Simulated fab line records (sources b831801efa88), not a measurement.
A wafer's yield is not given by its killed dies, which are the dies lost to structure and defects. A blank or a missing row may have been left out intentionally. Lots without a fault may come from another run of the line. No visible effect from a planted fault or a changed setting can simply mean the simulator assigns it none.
Which tool did it? / flow sky130 / 14 lots, 42 wafers sampled, at 4 steps of a route of 708

== WHAT EACH GAUGE READ, for each wafer ==
SKY_FIELD_ISO_THK_MEAS_02. Usual: for FIELD_ISO_OXIDATION_00_THK the level is 12.03 nm and the standard deviation is 0.22.
lot=L684; measured=day 1 11:43; on=filmMetro-03; FIELD_ISO_OXIDATION_00_THK (nm)=12.15 12.22 12.18; flag=
lot=L688; measured=day 2 08:11; on=filmMetro-04; FIELD_ISO_OXIDATION_00_THK (nm)=12.09 12.10 11.90; flag=
lot=L690; measured=day 2 17:38; on=filmMetro-04; FIELD_ISO_OXIDATION_00_THK (nm)=11.69 11.68 11.84; flag=
lot=L692; measured=day 3 04:56; on=filmMetro-01; FIELD_ISO_OXIDATION_00_THK (nm)=12.11 11.70 12.01; flag=
lot=L694; measured=day 3 20:18; on=filmMetro-01; FIELD_ISO_OXIDATION_00_THK (nm)=12.02 12.26 12.15; flag=
lot=L696; measured=day 4 02:09; on=filmMetro-03; FIELD_ISO_OXIDATION_00_THK (nm)=12.17 12.27 12.21; flag=
lot=L699; measured=day 4 14:46; on=filmMetro-04; FIELD_ISO_OXIDATION_00_THK (nm)=11.98 11.89 12.16; flag=
lot=L700; measured=day 4 20:10; on=filmMetro-01; FIELD_ISO_OXIDATION_00_THK (nm)=12.05 12.03 12.35; flag=
lot=L701; measured=day 5 01:01; on=filmMetro-01; FIELD_ISO_OXIDATION_00_THK (nm)=12.04 12.13 12.08; flag=
lot=L703; measured=day 5 10:39; on=filmMetro-03; FIELD_ISO_OXIDATION_00_THK (nm)=12.10 11.91 12.02; flag=
lot=L704; measured=day 5 16:26; on=filmMetro-01; FIELD_ISO_OXIDATION_00_THK (nm)=12.43 12.18 12.46; flag=
lot=L705; measured=day 5 21:34; on=filmMetro-03; FIELD_ISO_OXIDATION_00_THK (nm)=11.54 11.67 11.59; flag=
lot=L706; measured=day 6 02:13; on=filmMetro-04; FIELD_ISO_OXIDATION_00_THK (nm)=12.00 12.03 11.92; flag=
lot=L707; measured=day 6 06:38; on=filmMetro-04; FIELD_ISO_OXIDATION_00_THK (nm)=12.06 12.01 12.18; flag=

SKY_FIELD_ISO_THK_MEAS_04. Usual: for FIELD_ISO_CVD_03_THK the level is 165.3 nm and the standard deviation is 1.8.
lot=L684; measured=day 1 13:34; on=filmMetro-01; FIELD_ISO_CVD_03_THK (nm)=162.9 162.5 163.7; flag=
lot=L688; measured=day 2 10:02; on=filmMetro-01; FIELD_ISO_CVD_03_THK (nm)=162.0 163.7 162.3; flag=
lot=L690; measured=day 2 19:29; on=filmMetro-04; FIELD_ISO_CVD_03_THK (nm)=164.4 164.8 163.9; flag=
lot=L692; measured=day 3 06:47; on=filmMetro-04; FIELD_ISO_CVD_03_THK (nm)=168.1 166.8 166.7; flag=
lot=L694; measured=day 3 22:53; on=filmMetro-04; FIELD_ISO_CVD_03_THK (nm)=166.0 165.7 164.3; flag=
lot=L696; measured=day 4 04:00; on=filmMetro-04; FIELD_ISO_CVD_03_THK (nm)=168.3 169.3 167.3; flag=
lot=L699; measured=day 4 17:42; on=filmMetro-04; FIELD_ISO_CVD_03_THK (nm)=165.8 166.7 167.1; flag=
lot=L700; measured=day 4 22:01; on=filmMetro-01; FIELD_ISO_CVD_03_THK (nm)=164.4 164.7 165.6; flag=
lot=L701; measured=day 5 02:51; on=filmMetro-04; FIELD_ISO_CVD_03_THK (nm)=167.9 167.2 167.7; flag=
lot=L703; measured=day 5 12:30; on=filmMetro-01; FIELD_ISO_CVD_03_THK (nm)=163.4 165.0 165.8; flag=
lot=L704; measured=day 5 18:17; on=filmMetro-03; FIELD_ISO_CVD_03_THK (nm)=165.3 165.5 164.3; flag=
lot=L705; measured=day 6 00:14; on=filmMetro-04; FIELD_ISO_CVD_03_THK (nm)=165.5 163.8 163.5; flag=
lot=L706; measured=day 6 05:29; on=filmMetro-04; FIELD_ISO_CVD_03_THK (nm)=163.1 164.5 163.3; flag=
lot=L707; measured=day 6 08:38; on=filmMetro-04; FIELD_ISO_CVD_03_THK (nm)=164.7 165.9 166.2; flag=

SKY_NWELL_RS_MEAS_31: the measuring method here is four-point-probe. Usual: for PWDE_RS the level is 5274 ohm/sq and the standard deviation is 18.
lot=L684; measured=day 5 01:57; on=filmMetro-02; PWDE_RS (ohm/sq)=5256 5234 5278; flag=
lot=L688; measured=day 6 07:59; on=filmMetro-04; PWDE_RS (ohm/sq)=5267 5277 5267; flag=
lot=L690; measured=day 7 04:49; on=filmMetro-02; PWDE_RS (ohm/sq)=5254 5251 5253; flag=
lot=L692; measured=day 7 09:57; on=filmMetro-04; PWDE_RS (ohm/sq)=5264 5258 5272; flag=
lot=L694; measured=day 8 02:28; on=filmMetro-02; PWDE_RS (ohm/sq)=5267 5299 5306; flag=
lot=L696; measured=day 8 08:36; on=filmMetro-01; PWDE_RS (ohm/sq)=5251 5280 5281; flag=
lot=L699; measured=day 9 03:49; on=filmMetro-01; PWDE_RS (ohm/sq)=5279 5283 5281; flag=
lot=L700; measured=day 9 09:04; on=filmMetro-01; PWDE_RS (ohm/sq)=5265 5264 5262; flag=
lot=L701; measured=day 9 14:28; on=filmMetro-01; PWDE_RS (ohm/sq)=5245 5254 5268; flag=
lot=L703; measured=day 10 03:56; on=filmMetro-01; PWDE_RS (ohm/sq)=5254 5263 5253; flag=
lot=L704; measured=day 10 18:43; on=filmMetro-02; PWDE_RS (ohm/sq)=5268 5289 5281; flag=
lot=L705; measured=day 11 05:32; on=filmMetro-01; PWDE_RS (ohm/sq)=5266 5253 5285; flag=
lot=L706; measured=day 11 09:57; on=filmMetro-04; PWDE_RS (ohm/sq)=5265 5244 5275; flag=
lot=L707; measured=day 11 09:05; on=filmMetro-04; PWDE_RS (ohm/sq)=5269 5262 5265; flag=

== TOOL THAT RAN EACH LOT (tool first, then ch and the chambers of the sampled wafers, then the start) ==
lot=L684; SKY_PWDE_DEVELOP_06=lithoTrack-03 ch 0, day 3 15:00
lot=L688; SKY_PWDE_DEVELOP_06=lithoTrack-01 ch 0, day 4 17:00
lot=L690; SKY_PWDE_DEVELOP_06=lithoTrack-01 ch 0, day 5 14:00
lot=L692; SKY_PWDE_DEVELOP_06=lithoTrack-01 ch 0, day 5 19:00
lot=L694; SKY_PWDE_DEVELOP_06=lithoTrack-03 ch 0, day 6 11:00
lot=L696; SKY_PWDE_DEVELOP_06=lithoTrack-02 ch 0, day 6 17:00
lot=L699; SKY_PWDE_DEVELOP_06=lithoTrack-03 ch 0, day 7 09:00
lot=L700; SKY_PWDE_DEVELOP_06=lithoTrack-03 ch 0, day 7 14:00
lot=L701; SKY_PWDE_DEVELOP_06=lithoTrack-02 ch 0, day 7 20:00
lot=L703; SKY_PWDE_DEVELOP_06=lithoTrack-02 ch 0, day 8 08:00
lot=L704; SKY_PWDE_DEVELOP_06=lithoTrack-02 ch 0, day 8 22:00
lot=L705; SKY_PWDE_DEVELOP_06=lithoTrack-03 ch 0, day 9 07:00
lot=L706; SKY_PWDE_DEVELOP_06=lithoTrack-01 ch 0, day 9 11:00
lot=L707; SKY_PWDE_DEVELOP_06=lithoTrack-01 ch 0, day 9 11:00
- SKY_PWDE_DEVELOP_06: develop time 60 s.

== WHAT THE TOOLS THEMSELVES READ (means of the sampled wafers that have a number; where no wafer has one, the mark that the record gives instead) ==
SKY_PWDE_DEVELOP_06. Usual: 22.99 C for developerTempC, sd 0.11.
lot=L684; tool=lithoTrack-03; developerTempC (C)=22.92; flag=
lot=L688; tool=lithoTrack-01; developerTempC (C)=23.82; flag=OFF
lot=L690; tool=lithoTrack-01; developerTempC (C)=23.87; flag=OFF
lot=L692; tool=lithoTrack-01; developerTempC (C)=23.90; flag=OFF
lot=L694; tool=lithoTrack-03; developerTempC (C)=23.01; flag=
lot=L696; tool=lithoTrack-02; developerTempC (C)=22.90; flag=
lot=L699; tool=lithoTrack-03; developerTempC (C)=22.95; flag=
lot=L700; tool=lithoTrack-03; developerTempC (C)=23.09; flag=
lot=L701; tool=lithoTrack-02; developerTempC (C)=23.00; flag=
lot=L703; tool=lithoTrack-02; developerTempC (C)=22.82; flag=
lot=L704; tool=lithoTrack-02; developerTempC (C)=22.86; flag=
lot=L705; tool=lithoTrack-03; developerTempC (C)=22.97; flag=
lot=L706; tool=lithoTrack-01; developerTempC (C)=23.06; flag=
lot=L707; tool=lithoTrack-01; developerTempC (C)=22.94; flag=

== THE ANSWER, worked out from the rows above alone ==
Rule: take the mean of a lot's wafers that have a number; if it is more than 3 standard deviations from the usual mean, the lot is off. A lot without any number at a reading at which 4 lots or more have one is off too. Where the step has rows for the other lots, those lots are counted as sound. First the gauges in route order, then the tools' own readings, where a lot's mean is used as printed above. At the first step where some lot is off, the reading lying furthest off is the one used; lots without a number count as furthest.
Off, at SKY_PWDE_DEVELOP_06 on developerTempC: L688, L690, L692.
If a tool, at that step or one of the process steps before it, ran each lot that is off and ran no sound lot following the first of them, it fits. None of those tried fits.

== WHAT THE SIMULATOR PUT IN ==
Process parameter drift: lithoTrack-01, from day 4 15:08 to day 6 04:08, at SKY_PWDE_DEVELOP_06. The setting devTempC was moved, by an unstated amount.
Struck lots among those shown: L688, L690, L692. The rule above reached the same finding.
